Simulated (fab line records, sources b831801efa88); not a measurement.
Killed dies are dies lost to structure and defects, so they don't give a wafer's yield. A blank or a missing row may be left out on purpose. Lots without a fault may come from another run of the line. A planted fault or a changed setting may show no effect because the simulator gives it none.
Chamber matching | flow gf180mcu | GF_V2_CMP_26 on cmp-02: 4 sister chambers
The step polishes, stops on SiO2, t overpolish 15 s, target thk 0 nm. 8 wafers are shown with their chamber, then 9 later ones without.

WAFERS WITH THEIR CHAMBER
wafer  | chamber | motor_current_A (A) | time_to_endpoint_s (s)
L319.3 | 3       | 11.6                | 84.6
L322.4 | 1       | 10.7                | 86.6
L323.1 | 3       | 11.3                | 82.5
L323.2 | 2       | 10.7                | 80.0
L323.3 | 0       | 10.7                | 86.6
L324.2 | 1       | 10.8                | 83.6
L324.3 | 0       | 11.5                | 81.6
L324.4 | 2       | 10.5                | 77.4

WAFERS WITHOUT THEIR CHAMBER
wafer  | motor_current_A (A) | time_to_endpoint_s (s)
L328.3 | 11.2                | 87.3
L328.4 | 10.7                | 87.1
L328.5 | 11.2                | 85.9
L330.1 | 10.9                | 86.0
L330.2 | 9.8                 | 83.0
L330.4 | 10.0                | 85.4
L333.2 | 11.3                | 85.6
L333.3 | 10.5                | 83.3
L333.5 | 10.5                | 83.0

WHICH CHAMBER EACH WENT THROUGH
wafer  | from the rows above               | in truth
L328.3 | can't be placed: 0 or 1 or 3      | 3
L328.4 | can't be placed: 1 or 0 or 3      | 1
L328.5 | can't be placed: 0 or 3 or 1      | 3
L330.1 | can't be placed: 1 or 0 or 3      | 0
L330.2 | can't be placed: 2 or 1 or 0      | 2
L330.4 | can't be placed: 1 or 2 or 0      | 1
L333.2 | can't be placed: 0 or 3 or 1      | 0
L333.3 | can't be placed: 1 or 0 or 2 or 3 | 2
L333.5 | can't be placed: 1 or 2 or 0 or 3 | 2
Placed correctly: 0 of 9. Can't be placed from these rows: 9 (the true chamber is among the candidates in 9). Placed wrongly: 0.
How it was worked out, from the rows above alone: a wafer's distance from a chamber is the root of the sum, over the readings, of the square of ((its reading less the chamber's mean) divided by the reading's scatter). The wafer belongs to the nearest chamber; if the next one is less than 2 further off, it can't be placed. A chamber's mean is the mean of its shown wafers. The scatter: the root of (the sum of the squares of (reading less its chamber's mean) over the shown wafers, divided by (wafers less chambers)).
